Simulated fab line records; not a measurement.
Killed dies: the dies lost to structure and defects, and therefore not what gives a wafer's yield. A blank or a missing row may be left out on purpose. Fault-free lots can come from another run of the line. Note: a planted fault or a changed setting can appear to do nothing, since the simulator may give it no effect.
fab line records ; flow sky130
[record] lots = 24; wafers = 72; last_day = 52
route steps=708 shown CONTACT@432 METAL1@450 VIA1@470 VIA2@528 METAL4@632 METAL5@667
lots that met no fault: from a run of the same line without faults
start_h: the number of hours between the record's first day and the start of the first shown wafer of the lot ; wait_h: hours since the lot's step before ; " same as the row above ; L1.1+2: a row that stands for several wafers ; - no value present, or no start provided ; * or withheld: withheld ; < > ~ a bound
route shown NAME@n: NAME is a module with steps in the file, n the number in the route of the first one ; usual: mean and standard deviation over wafers with no fault ; same: alike in all rows ; chamber/n: place in a boat ; sites: the reading at each site ; _std_site: how widely they spread, as a standard deviation ; _edge_site: mean of outer sites minus mean of inner sites ; radius_mm: how far each site lies from the wafer's centre ; mask NAME#n: copy n ; behind: the most recent tool/chamber to have shaped the wafer ; hold: what put the lot on hold/how long, in hours/how the hold closed ; device: the transistor (n, p or np) that didn't switch ; end of line: the route-end tests of the same wafers ; for a step that has no rows: nothing shown but its recipe ; killed: not the wafer's yield, but the dies lost to structure and defects at the first sort ; map: a wafer's dies, marking killed ones x, the rest . and places with no die _
set.NAME: the setting the step ran with; set.NAME@STEP: the setting that earlier step ran with ; model.NAME: the simulator's own value behind a step, which no gauge read
steps of the route over a sample of lots; a table a step, a row a wafer
services: from which hour (start_h, from the record's first day; less than 0 if before it) a tool's chamber was out of use, for how many hours, and why
[[steps]]
[step SKY_CONTACT_THK_MEAS_26]
[recipe] thk_meas_gauge = xrf; reads = W_of_CONTACT_CVD_24
[usual] CONTACT_W_THK = 342/4.3
lot.wafer;tool;chamber;start_h;wait_h;CONTACT_W_THK[nm]
L074.1;film_metro-01;-;757.41;0.1;344
L074.4;film_metro-01;-;757.41;0.1;338
L074.5;film_metro-01;-;757.41;0.1;342
L075.2;film_metro-01;-;762.47;0.1;334
L075.3;film_metro-01;-;762.47;0.1;341
L075.4;film_metro-01;-;762.47;0.1;335
L076.4;film_metro-01;-;779.20;0.1;346
L076.5;film_metro-01;-;779.20;0.1;341
L076.6;film_metro-01;-;779.20;0.1;341
L077.3;film_metro-01;-;794.40;0.1;342
L077.4;film_metro-01;-;794.40;0.1;341
L077.6;film_metro-01;-;794.40;0.1;340
L078.4;film_metro-03;-;801.39;0.1;344
L078.5;film_metro-03;-;801.39;0.1;342
L078.6;film_metro-03;-;801.39;0.1;348
L079.1;film_metro-01;-;807.80;0.1;344
L079.3;film_metro-01;-;807.80;0.1;346
L079.4;film_metro-01;-;807.80;0.1;335
L080.1;film_metro-03;-;814.33;0.1;347
L080.2;film_metro-03;-;814.33;0.1;344
L080.5;film_metro-03;-;814.33;0.1;346
L081.1;film_metro-01;-;821.57;0.1;343
L081.2;film_metro-01;-;821.57;0.1;339
L081.6;film_metro-01;-;821.57;0.1;346
L082.1;film_metro-01;-;827.30;0.1;340
L082.2;film_metro-01;-;827.30;0.1;346
L082.5;film_metro-01;-;827.30;0.1;340
L083.1;film_metro-03;-;840.17;0.1;340
L083.5;film_metro-03;-;840.17;0.1;337
L083.6;film_metro-03;-;840.17;0.1;345
L084.1;film_metro-01;-;846.82;0.1;339
L084.3;film_metro-01;-;846.82;0.1;334
L084.5;film_metro-01;-;846.82;0.1;347
L085.1;film_metro-03;-;860.48;0.1;338
L085.3;film_metro-03;-;860.48;0.1;340
L085.4;film_metro-03;-;860.48;0.1;339
L086.2;film_metro-03;-;861.71;0.1;335
L086.3;film_metro-03;-;861.71;0.1;349
L086.4;film_metro-03;-;861.71;0.1;339
L087.4;film_metro-03;-;873.36;0.1;346
L087.5;film_metro-03;-;873.36;0.1;340
L087.6;film_metro-03;-;873.36;0.1;337
L088.1;film_metro-03;-;879.01;0.1;343
L088.2;film_metro-03;-;879.01;0.1;340
L088.5;film_metro-03;-;879.01;0.1;340
L089.1;film_metro-02;-;883.97;0.1;345
L089.4;film_metro-02;-;883.97;0.1;345
L089.6;film_metro-02;-;883.97;0.1;348
L090.1;film_metro-03;-;897.21;0.1;343
L090.2;film_metro-03;-;897.21;0.1;350
L090.6;film_metro-03;-;897.21;0.1;350
L091.1;film_metro-02;-;911.53;0.1;342
L091.2;film_metro-02;-;911.53;0.1;345
L091.5;film_metro-02;-;911.53;0.1;342
L093.1;film_metro-01;-;920.86;0.1;339
L093.2;film_metro-01;-;920.86;0.1;344
L093.5;film_metro-01;-;920.86;0.1;341
L092.2;film_metro-03;-;922.57;0.1;350
L092.4;film_metro-03;-;922.57;0.1;347
L092.5;film_metro-03;-;922.57;0.1;349
L094.1;film_metro-02;-;928.25;0.1;338
L094.4;film_metro-02;-;928.25;0.1;348
L094.5;film_metro-02;-;928.25;0.1;346
L095.2;film_metro-03;-;937.68;0.1;352
L095.3;film_metro-03;-;937.68;0.1;348
L095.6;film_metro-03;-;937.68;0.1;348
L096.2;film_metro-03;-;943.51;0.1;340
L096.3;film_metro-03;-;943.51;0.1;343
L096.6;film_metro-03;-;943.51;0.1;337
L097.1;film_metro-03;-;950.30;0.1;341
L097.3;film_metro-03;-;950.30;0.1;342
L097.6;film_metro-03;-;950.30;0.1;345
[step SKY_METAL1_OVL_MEAS_16]
[usual] METAL1_OVL = -4/8
lot.wafer;tool;chamber;start_h;wait_h;METAL1_OVL[nm]
L074.1;overlay-02;-;786.61;0.1;-17
L074.4;overlay-02;-;786.61;0.1;-1
L074.5;overlay-02;-;786.61;0.1;-18
L075.2;overlay-01;-;791.12;0.1;-8
L075.3;overlay-01;-;791.12;0.1;1
L075.4;overlay-01;-;791.12;0.1;-9
L076.4;overlay-02;-;809.29;0.1;2
L076.5;overlay-02;-;809.29;0.1;1
L076.6;overlay-02;-;809.29;0.1;6
L077.3;overlay-02;-;824.12;0.1;8
L077.4;overlay-02;-;824.12;0.1;8
L077.6;overlay-02;-;824.12;0.1;11
L078.4;overlay-01;-;830.95;0.1;5
L078.5;overlay-01;-;830.95;0.1;-9
L078.6;overlay-01;-;830.95;0.1;3
L079.1;overlay-02;-;836.56;0.1;4
L079.3;overlay-02;-;836.56;0.1;2
L079.4;overlay-02;-;836.56;0.1;8
L080.1;overlay-02;-;844.06;0.1;5
L080.2;overlay-02;-;844.06;0.1;-3
L080.5;overlay-02;-;844.06;0.1;-10
L081.1;overlay-01;-;851.21;0.1;-1
L081.2;overlay-01;-;851.21;0.1;-6
L081.6;overlay-01;-;851.21;0.1;-9
L082.1;overlay-01;-;856.71;0.1;4
L082.2;overlay-01;-;856.71;0.1;4
L082.5;overlay-01;-;856.71;0.1;3
L083.1;overlay-02;-;870.02;0.1;-4
L083.5;overlay-02;-;870.02;0.1;-8
L083.6;overlay-02;-;870.02;0.1;-10
L084.1;overlay-01;-;875.87;0.1;-14
L084.3;overlay-01;-;875.87;0.1;-9
L084.5;overlay-01;-;875.87;0.1;-6
L085.1;overlay-02;-;889.76;0.1;-22
L085.3;overlay-02;-;889.76;0.1;-14
L085.4;overlay-02;-;889.76;0.1;-8
L086.2;overlay-02;-;891.42;0.1;9
L086.3;overlay-02;-;891.42;0.1;8
L086.4;overlay-02;-;891.42;0.1;7
L087.4;overlay-01;-;903.48;0.1;4
L087.5;overlay-01;-;903.48;0.1;2
L087.6;overlay-01;-;903.48;0.1;5
L088.1;overlay-01;-;908.91;0.1;-18
L088.2;overlay-01;-;908.91;0.1;0
L088.5;overlay-01;-;908.91;0.1;-18
L089.1;overlay-01;-;913.62;0.1;-7
L089.4;overlay-01;-;913.62;0.1;-8
L089.6;overlay-01;-;913.62;0.1;-12
L090.1;overlay-02;-;927.56;0.1;-16
L090.2;overlay-02;-;927.56;0.1;-2
L090.6;overlay-02;-;927.56;0.1;-3
L091.1;overlay-01;-;941.02;0.1;-11
L091.2;overlay-01;-;941.02;0.1;-18
L091.5;overlay-01;-;941.02;0.1;-7
L093.1;overlay-01;-;950.11;0.1;-4
L093.2;overlay-01;-;950.11;0.1;-9
L093.5;overlay-01;-;950.11;0.1;-7
L092.2;overlay-02;-;951.77;0.1;2
L092.4;overlay-02;-;951.77;0.1;-3
L092.5;overlay-02;-;951.77;0.1;-10
L094.1;overlay-02;-;957.06;0.1;-11
L094.4;overlay-02;-;957.06;0.1;5
L094.5;overlay-02;-;957.06;0.1;-9
L095.2;overlay-02;-;966.13;0.1;-3
L095.3;overlay-02;-;966.13;0.1;0
L095.6;overlay-02;-;966.13;0.1;0
L096.2;overlay-01;-;971.42;0.1;-7
L096.3;overlay-01;-;971.42;0.1;2
L096.6;overlay-01;-;971.42;0.1;-1
L097.1;overlay-01;-;977.21;0.1;7
L097.3;overlay-01;-;977.21;0.1;-1
L097.6;overlay-01;-;977.21;0.1;4
[step SKY_VIA1_CD_MEAS_12]
[recipe] target_cd_nm = 150
[usual] cd_nm = 150.1/1.5
lot.wafer;tool;chamber;start_h;wait_h;cd_nm
L074.1;cd_sem-02;-;815.74;-;149.8
L074.4;cd_sem-02;-;815.74;-;150.4
L074.5;cd_sem-02;-;815.74;-;151.5
L075.2;cd_sem-01;-;820.92;-;149.5
L075.3;cd_sem-01;-;820.92;-;149.6
L075.4;cd_sem-01;-;820.92;-;151.1
L076.4;cd_sem-01;-;839.35;-;149.0
L076.5;cd_sem-01;-;839.35;-;149.1
L076.6;cd_sem-01;-;839.35;-;149.0
L077.3;cd_sem-02;-;855.09;-;149.8
L077.4;cd_sem-02;-;855.09;-;149.1
L077.6;cd_sem-02;-;855.09;-;147.5
L078.4;cd_sem-02;-;861.60;-;149.1
L078.5;cd_sem-02;-;861.60;-;149.9
L078.6;cd_sem-02;-;861.60;-;149.3
L079.1;cd_sem-02;-;867.44;-;149.8
L079.3;cd_sem-02;-;867.44;-;150.6
L079.4;cd_sem-02;-;867.44;-;149.5
L080.1;cd_sem-01;-;874.24;-;153.7
L080.2;cd_sem-01;-;874.24;-;153.4
L080.5;cd_sem-01;-;874.24;-;153.7
L081.1;cd_sem-02;-;881.90;-;148.3
L081.2;cd_sem-02;-;881.90;-;150.8
L081.6;cd_sem-02;-;881.90;-;151.0
L082.1;cd_sem-01;-;887.54;-;148.6
L082.2;cd_sem-01;-;887.54;-;149.3
L082.5;cd_sem-01;-;887.54;-;148.9
L083.1;cd_sem-02;-;900.30;-;148.9
L083.5;cd_sem-02;-;900.30;-;146.9
L083.6;cd_sem-02;-;900.30;-;148.6
L084.1;cd_sem-02;-;905.94;-;149.0
L084.3;cd_sem-02;-;905.94;-;148.8
L084.5;cd_sem-02;-;905.94;-;146.7
L085.1;cd_sem-01;-;919.84;-;147.2
L085.3;cd_sem-01;-;919.84;-;149.6
L085.4;cd_sem-01;-;919.84;-;149.3
L086.2;cd_sem-02;-;922.11;-;149.5
L086.3;cd_sem-02;-;922.11;-;150.0
L086.4;cd_sem-02;-;922.11;-;150.3
L087.4;cd_sem-02;-;933.95;-;150.1
L087.5;cd_sem-02;-;933.95;-;149.5
L087.6;cd_sem-02;-;933.95;-;149.9
L088.1;cd_sem-01;-;939.04;-;152.4
L088.2;cd_sem-01;-;939.04;-;152.7
L088.5;cd_sem-01;-;939.04;-;152.2
L089.1;cd_sem-02;-;943.69;-;151.9
L089.4;cd_sem-02;-;943.69;-;150.5
L089.6;cd_sem-02;-;943.69;-;152.0
L090.1;cd_sem-02;-;957.29;-;150.3
L090.2;cd_sem-02;-;957.29;-;147.9
L090.6;cd_sem-02;-;957.29;-;148.9
L091.1;cd_sem-01;-;969.94;-;150.2
L091.2;cd_sem-01;-;969.94;-;151.0
L091.5;cd_sem-01;-;969.94;-;149.8
L093.1;cd_sem-02;-;977.99;-;148.7
L093.2;cd_sem-02;-;977.99;-;148.9
L093.5;cd_sem-02;-;977.99;-;149.0
L092.2;cd_sem-02;-;979.81;-;151.9
L092.4;cd_sem-02;-;979.81;-;151.3
L092.5;cd_sem-02;-;979.81;-;150.3
L094.1;cd_sem-02;-;984.45;-;148.9
L094.4;cd_sem-02;-;984.45;-;148.1
L094.5;cd_sem-02;-;984.45;-;148.2
L095.2;cd_sem-01;-;992.61;-;150.4
L095.3;cd_sem-01;-;992.61;-;151.1
L095.6;cd_sem-01;-;992.61;-;149.3
L096.2;cd_sem-02;-;997.96;-;151.6
L096.3;cd_sem-02;-;997.96;-;150.9
L096.6;cd_sem-02;-;997.96;-;151.3
L097.1;cd_sem-01;-;1002.40;-;151.5
L097.3;cd_sem-01;-;1002.40;-;153.1
L097.6;cd_sem-01;-;1002.40;-;152.7
[step SKY_VIA2_CVD_21]
[recipe] material = W; target_thk_nm = 420; time_s = 126.4; temp_c = 400; pressure_torr = 40
[usual] heater_power_w = 798/81
lot.wafer;tool;chamber;start_h;wait_h;heater_power_w
L074.1;cvd_w-02;1;877.61;0.0;873
L074.4;cvd_w-02;0;877.61;0.0;901
L074.5;cvd_w-02;1;877.61;0.0;879
L075.2;cvd_w-02;1;882.12;0.0;851
L075.3;cvd_w-02;1;882.12;0.0;879
L075.4;cvd_w-02;0;882.12;0.0;882
L076.4;cvd_w-01;0;901.90;0.1;688
L076.5;cvd_w-01;0;901.90;0.1;673
L076.6;cvd_w-01;1;901.90;0.1;812
L077.3;cvd_w-01;1;917.61;0.1;802
L077.4;cvd_w-01;0;917.61;0.1;682
L077.6;cvd_w-01;0;917.61;0.1;678
L078.4;cvd_w-01;0;924.54;0.1;694
L078.5;cvd_w-01;1;924.54;0.1;806
L078.6;cvd_w-01;0;924.54;0.1;671
L079.1;cvd_w-02;0;930.64;0.0;893
L079.3;cvd_w-02;0;930.64;0.0;903
L079.4;cvd_w-02;1;930.64;0.0;810
L080.1;cvd_w-02;0;936.95;0.0;904
L080.2;cvd_w-02;1;936.95;0.0;809
L080.5;cvd_w-02;1;936.95;0.0;833
L081.1;cvd_w-01;1;944.76;0.0;801
L081.2;cvd_w-01;0;944.76;0.0;666
L081.6;cvd_w-01;1;944.76;0.0;811
L082.1;cvd_w-01;0;949.96;0.0;660
L082.2;cvd_w-01;1;949.96;0.0;798
L082.5;cvd_w-01;0;949.96;0.0;686
L083.1;cvd_w-02;1;962.36;0.0;802
L083.5;cvd_w-02;0;962.36;0.0;897
L083.6;cvd_w-02;1;962.36;0.0;788
L084.1;cvd_w-02;0;965.67;0.0;912
L084.3;cvd_w-02;0;965.67;0.0;903
L084.5;cvd_w-02;1;965.67;0.0;840
L085.1;cvd_w-02;0;979.56;0.0;908
L085.3;cvd_w-02;0;979.56;0.0;904
L085.4;cvd_w-02;1;979.56;0.0;828
L086.2;cvd_w-01;1;980.86;0.0;794
L086.3;cvd_w-01;1;980.86;0.0;799
L086.4;cvd_w-01;0;980.86;0.0;683
L087.4;cvd_w-01;0;991.39;0.1;679
L087.5;cvd_w-01;0;991.39;0.1;689
L087.6;cvd_w-01;1;991.39;0.1;809
L088.1;cvd_w-01;1;996.29;0.0;801
L088.2;cvd_w-01;0;996.29;0.0;674
L088.5;cvd_w-01;1;996.29;0.0;818
L089.1;cvd_w-01;1;1000.17;0.0;822
L089.4;cvd_w-01;0;1000.17;0.0;674
L089.6;cvd_w-01;1;1000.17;0.0;815
L090.1;cvd_w-02;0;1011.36;0.0;890
L090.2;cvd_w-02;1;1011.36;0.0;827
L090.6;cvd_w-02;0;1011.36;0.0;911
L091.1;cvd_w-01;0;1023.41;0.0;678
L091.2;cvd_w-01;1;1023.41;0.0;818
L091.5;cvd_w-01;1;1023.41;0.0;800
L093.1;cvd_w-02;1;1030.51;0.0;839
L093.2;cvd_w-02;0;1030.51;0.0;908
L093.5;cvd_w-02;0;1030.51;0.0;891
L092.2;cvd_w-01;0;1032.36;0.0;669
L092.4;cvd_w-01;0;1032.36;0.0;675
L092.5;cvd_w-01;1;1032.36;0.0;804
L094.1;cvd_w-02;1;1036.20;0.0;825
L094.4;cvd_w-02;0;1036.20;0.0;879
L094.5;cvd_w-02;1;1036.20;0.0;808
L095.2;cvd_w-01;1;1044.76;0.0;787
L095.3;cvd_w-01;0;1044.76;0.0;677
L095.6;cvd_w-01;1;1044.76;0.0;805
L096.2;cvd_w-01;0;1048.82;0.0;688
L096.3;cvd_w-01;0;1048.82;0.0;697
L096.6;cvd_w-01;0;1048.82;0.0;691
L097.1;cvd_w-02;1;1053.36;0.0;824
L097.3;cvd_w-02;0;1053.36;0.0;927
L097.6;cvd_w-02;0;1053.36;0.0;904
[step SKY_METAL4_ETCH_16]
[recipe] chemistry = N2/H2; target = BARC; ion_energy_ev = 196.1; bias_w = 100; pressure_mtorr = 30; n2_flow_sccm = 100; h2_flow_sccm = 200; icp_w = 500; stop_on = SiO2; time_s = 88.2; target_depth_a = 600
[usual] drypump_motor_current_A = 6.0/0.42; oes_product_au = 0.626/0.0049; throttle_valve_pct = 13.206/0.0089
lot.wafer;tool;chamber;start_h;wait_h;drypump_motor_current_A;oes_product_au;rf_hours_counter_h;throttle_valve_pct
L074.1;rie_metal-03;1;1017.98;0.0;6.6;0.619;16;13.205
L074.4;rie_metal-03;1;1017.98;0.0;6.6;0.627;-;13.197
L074.5;rie_metal-03;1;1017.98;0.0;6.6;0.626;-;13.204
L075.2;rie_metal-01;0;1021.69;0.0;5.2;0.629;14;13.208
L075.3;rie_metal-01;1;1021.69;0.0;6.1;0.621;-;13.208
L075.4;rie_metal-01;0;1021.69;0.0;5.2;0.633;-;13.210
L076.4;rie_metal-03;0;1040.22;0.0;6.0;0.631;-;13.208
L076.5;rie_metal-03;1;1040.22;0.0;6.6;0.629;-;13.196
L076.6;rie_metal-03;0;1040.22;0.0;5.9;0.625;-;13.195
L077.3;rie_metal-04;0;1051.21;0.0;6.2;0.623;-;13.205
L077.4;rie_metal-04;1;1051.21;0.0;5.7;0.627;-;13.203
L077.6;rie_metal-04;1;1051.21;0.0;5.7;0.630;-;13.216
L078.4;rie_metal-03;0;1057.27;0.0;5.9;0.626;-;13.201
L078.5;rie_metal-03;0;1057.27;0.0;5.9;0.625;-;13.202
L078.6;rie_metal-03;1;1057.27;0.0;6.6;0.629;-;13.219
L079.1;rie_metal-04;1;1061.78;0.0;5.8;0.627;21;13.196
L079.3;rie_metal-04;1;1061.78;0.0;5.8;0.620;-;13.206
L079.4;rie_metal-04;0;1061.78;0.0;6.2;0.628;-;13.194
L080.1;rie_metal-04;0;1064.99;0.0;6.2;0.629;15;13.205
L080.2;rie_metal-04;1;1064.99;0.0;5.7;0.623;22;13.208
L080.5;rie_metal-04;0;1064.99;0.0;6.2;0.623;-;13.193
L081.1;rie_metal-04;0;1074.43;0.0;6.2;0.628;15;13.212
L081.2;rie_metal-04;1;1074.43;0.0;5.8;0.620;22;13.197
L081.6;rie_metal-04;1;1074.43;0.0;5.7;0.625;-;13.199
L082.1;rie_metal-03;0;1075.13;0.0;5.9;0.632;4;13.216
L082.2;rie_metal-03;1;1075.13;0.0;6.6;0.631;20;13.213
L082.5;rie_metal-03;0;1075.13;0.0;5.9;0.623;-;13.201
L083.1;rie_metal-01;0;1087.74;0.0;5.2;0.617;18;13.211
L083.5;rie_metal-01;1;1087.74;0.0;6.1;0.628;-;13.213
L083.6;rie_metal-01;0;1087.74;0.0;5.2;0.624;-;13.192
L084.1;rie_metal-04;1;1089.19;0.0;5.7;0.622;24;13.199
L084.3;rie_metal-04;0;1089.19;0.0;6.2;0.623;-;13.207
L084.5;rie_metal-04;1;1089.19;0.0;5.7;0.619;-;13.211
L085.1;rie_metal-03;1;1102.72;0.1;6.6;0.640;21;13.220
L085.3;rie_metal-03;1;1102.72;0.1;6.6;0.625;-;13.207
L085.4;rie_metal-03;1;1102.72;0.1;6.6;0.631;-;13.190
L086.2;rie_metal-01;1;1102.80;0.0;6.1;0.628;22;13.208
L086.3;rie_metal-01;0;1102.80;0.0;5.2;0.627;-;13.181
L086.4;rie_metal-01;1;1102.80;0.0;6.1;0.633;-;13.208
L087.4;rie_metal-03;0;1112.32;0.0;5.9;0.639;-;13.200
L087.5;rie_metal-03;0;1112.32;0.0;5.9;0.627;-;13.206
L087.6;rie_metal-03;1;1112.32;0.0;6.6;0.623;-;13.205
L088.1;rie_metal-04;0;1115.33;0.0;6.2;0.625;19;13.208
L088.2;rie_metal-04;1;1115.33;0.0;5.8;0.632;26;13.192
L088.5;rie_metal-04;0;1115.33;0.0;6.2;0.617;-;13.207
L089.1;rie_metal-01;1;1120.63;0.0;6.1;0.627;23;13.204
L089.4;rie_metal-01;1;1120.63;0.0;6.0;0.635;-;13.190
L089.6;rie_metal-01;0;1120.63;0.0;5.2;0.621;-;13.208
L090.1;rie_metal-03;1;1130.03;0.0;6.6;0.619;23;13.199
L090.2;rie_metal-03;0;1130.03;0.0;5.9;0.627;6;13.210
L090.6;rie_metal-03;0;1130.03;0.0;5.9;0.624;-;13.198
L091.1;rie_metal-03;0;1139.28;0.0;5.9;0.623;7;13.213
L091.2;rie_metal-03;1;1139.28;0.0;6.6;0.622;24;13.185
L091.5;rie_metal-03;1;1139.28;0.0;6.6;0.628;-;13.197
L093.1;rie_metal-04;0;1144.99;0.0;6.2;0.619;21;13.198
L093.2;rie_metal-04;1;1144.99;0.0;5.7;0.624;28;13.220
L093.5;rie_metal-04;1;1144.99;0.0;5.7;0.627;-;13.213
L092.2;rie_metal-03;1;1147.73;0.0;6.6;0.622;25;13.185
L092.4;rie_metal-03;1;1147.73;0.0;6.6;0.625;-;13.208
L092.5;rie_metal-03;1;1147.73;0.0;6.6;0.628;-;13.204
L094.1;rie_metal-01;1;1151.63;0.0;6.1;0.627;26;13.195
L094.4;rie_metal-01;1;1151.63;0.0;6.1;0.626;-;13.203
L094.5;rie_metal-01;0;1151.63;0.0;5.2;0.619;-;13.199
L095.2;rie_metal-03;0;1159.23;0.0;5.9;0.630;8;13.218
L095.3;rie_metal-03;0;1159.23;0.0;5.9;0.631;-;13.206
L095.6;rie_metal-03;1;1159.23;0.0;6.6;0.626;-;13.212
L096.2;rie_metal-04;0;1161.63;0.0;6.2;0.628;23;13.219
L096.3;rie_metal-04;1;1161.63;0.0;5.7;0.624;-;13.213
L096.6;rie_metal-04;0;1161.63;0.0;6.2;0.624;-;13.213
L097.1;rie_metal-01;0;1165.24;0.0;5.2;0.626;23;13.217
L097.3;rie_metal-01;0;1165.24;0.0;5.2;0.627;-;13.214
L097.6;rie_metal-01;1;1165.24;0.0;6.1;0.634;-;13.204
[step SKY_METAL5_THK_MEAS_06]
[recipe] thk_meas_gauge = xrf; reads = AlCu_of_METAL5_SPUTTER_02
[usual] METAL5_ALCU_THK = 1156/13
lot.wafer;tool;chamber;start_h;wait_h;METAL5_ALCU_THK[nm]
L074.1;film_metro-01;-;1044.03;0.1;1134
L074.4;film_metro-01;-;1044.03;0.1;1157
L074.5;film_metro-01;-;1044.03;0.1;1160
L075.2;film_metro-01;-;1048.50;0.1;1176
L075.3;film_metro-01;-;1048.50;0.1;1142
L075.4;film_metro-01;-;1048.50;0.1;1164
L076.4;film_metro-01;-;1066.16;0.1;1152
L076.5;film_metro-01;-;1066.16;0.1;1129
L076.6;film_metro-01;-;1066.16;0.1;1129
L077.3;film_metro-04;-;1077.10;0.1;1161
L077.4;film_metro-04;-;1077.10;0.1;1169
L077.6;film_metro-04;-;1077.10;0.1;1158
L078.4;film_metro-01;-;1083.24;0.1;1159
L078.5;film_metro-01;-;1083.24;0.1;1148
L078.6;film_metro-01;-;1083.24;0.1;1133
L079.1;film_metro-03;-;1087.78;0.1;1162
L079.3;film_metro-03;-;1087.78;0.1;1147
L079.4;film_metro-03;-;1087.78;0.1;1157
L080.1;film_metro-03;-;1090.35;0.1;1140
L080.2;film_metro-03;-;1090.35;0.1;1148
L080.5;film_metro-03;-;1090.35;0.1;1147
L081.1;film_metro-01;-;1098.99;0.1;1170
L081.2;film_metro-01;-;1098.99;0.1;1175
L081.6;film_metro-01;-;1098.99;0.1;1169
L082.1;film_metro-01;-;1099.88;0.1;1167
L082.2;film_metro-01;-;1099.88;0.1;1176
L082.5;film_metro-01;-;1099.88;0.1;1178
L083.1;film_metro-03;-;1112.68;0.1;1151
L083.5;film_metro-03;-;1112.68;0.1;1175
L083.6;film_metro-03;-;1112.68;0.1;1166
L084.1;film_metro-01;-;1114.08;0.1;1161
L084.3;film_metro-01;-;1114.08;0.1;1159
L084.5;film_metro-01;-;1114.08;0.1;1161
L086.2;film_metro-04;-;1125.98;0.1;1172
L086.3;film_metro-04;-;1125.98;0.1;1152
L086.4;film_metro-04;-;1125.98;0.1;1181
L085.1;film_metro-03;-;1126.82;0.1;1173
L085.3;film_metro-03;-;1126.82;0.1;1190
L085.4;film_metro-03;-;1126.82;0.1;1183
L087.4;film_metro-04;-;1136.16;0.1;1158
L087.5;film_metro-04;-;1136.16;0.1;1156
L087.6;film_metro-04;-;1136.16;0.1;1170
L088.1;film_metro-04;-;1139.33;0.1;1156
L088.2;film_metro-04;-;1139.33;0.1;1165
L088.5;film_metro-04;-;1139.33;0.1;1153
L089.1;film_metro-04;-;1144.24;0.1;1171
L089.4;film_metro-04;-;1144.24;0.1;1177
L089.6;film_metro-04;-;1144.24;0.1;1181
L090.1;film_metro-03;-;1153.77;0.1;1175
L090.2;film_metro-03;-;1153.77;0.1;1168
L090.6;film_metro-03;-;1153.77;0.1;1171
L091.1;film_metro-03;-;1162.94;0.1;1139
L091.2;film_metro-03;-;1162.94;0.1;1141
L091.5;film_metro-03;-;1162.94;0.1;1156
L093.1;film_metro-03;-;1168.50;0.1;1134
L093.2;film_metro-03;-;1168.50;0.1;1130
L093.5;film_metro-03;-;1168.50;0.1;1131
L092.2;film_metro-01;-;1170.43;0.1;1145
L092.4;film_metro-01;-;1170.43;0.1;1144
L092.5;film_metro-01;-;1170.43;0.1;1143
L094.1;film_metro-03;-;1173.81;0.1;1149
L094.4;film_metro-03;-;1173.81;0.1;1157
L094.5;film_metro-03;-;1173.81;0.1;1154
L095.2;film_metro-04;-;1181.02;0.1;1143
L095.3;film_metro-04;-;1181.02;0.1;1166
L095.6;film_metro-04;-;1181.02;0.1;1156
L096.2;film_metro-01;-;1183.82;0.1;1147
L096.3;film_metro-01;-;1183.82;0.1;1153
L096.6;film_metro-01;-;1183.82;0.1;1154
L097.1;film_metro-04;-;1187.11;0.1;1160
L097.3;film_metro-04;-;1187.11;0.1;1157
L097.6;film_metro-04;-;1187.11;0.1;1154
[[services]]
tool;chamber;start_h;hours;kind
cvd_w-01;-;855.31;0.4;repair
cvd_w-02;0;866.81;10.2;repair
rie_metal-01;-;903.07;1.0;repair
cvd_w-02;-;904.00;14.0;pm
cvd_w-02;0;904.00;14.0;vent_cycle
cvd_w-02;1;904.00;14.0;vent_cycle
cvd_w-02;0;918.00;-;clean
cvd_w-02;1;918.00;-;clean
rie_metal-01;0;929.13;2.9;repair
rie_metal-04;-;984.08;0.1;repair
cvd_w-02;0;991.04;2.6;repair
rie_metal-03;0;998.14;-;clean
rie_metal-03;0;998.14;15.0;scheduled_down
rie_metal-03;0;998.14;15.0;vent_cycle
rie_metal-01;1;1068.93;4.2;repair
cvd_w-02;-;1077.41;6.0;pm
rie_metal-03;-;1080.31;14.6;pm
rie_metal-01;-;1089.03;4.3;pm
rie_metal-03;0;1099.71;6.9;repair
rie_metal-01;-;1112.27;0.6;repair
[[key]]
fault none
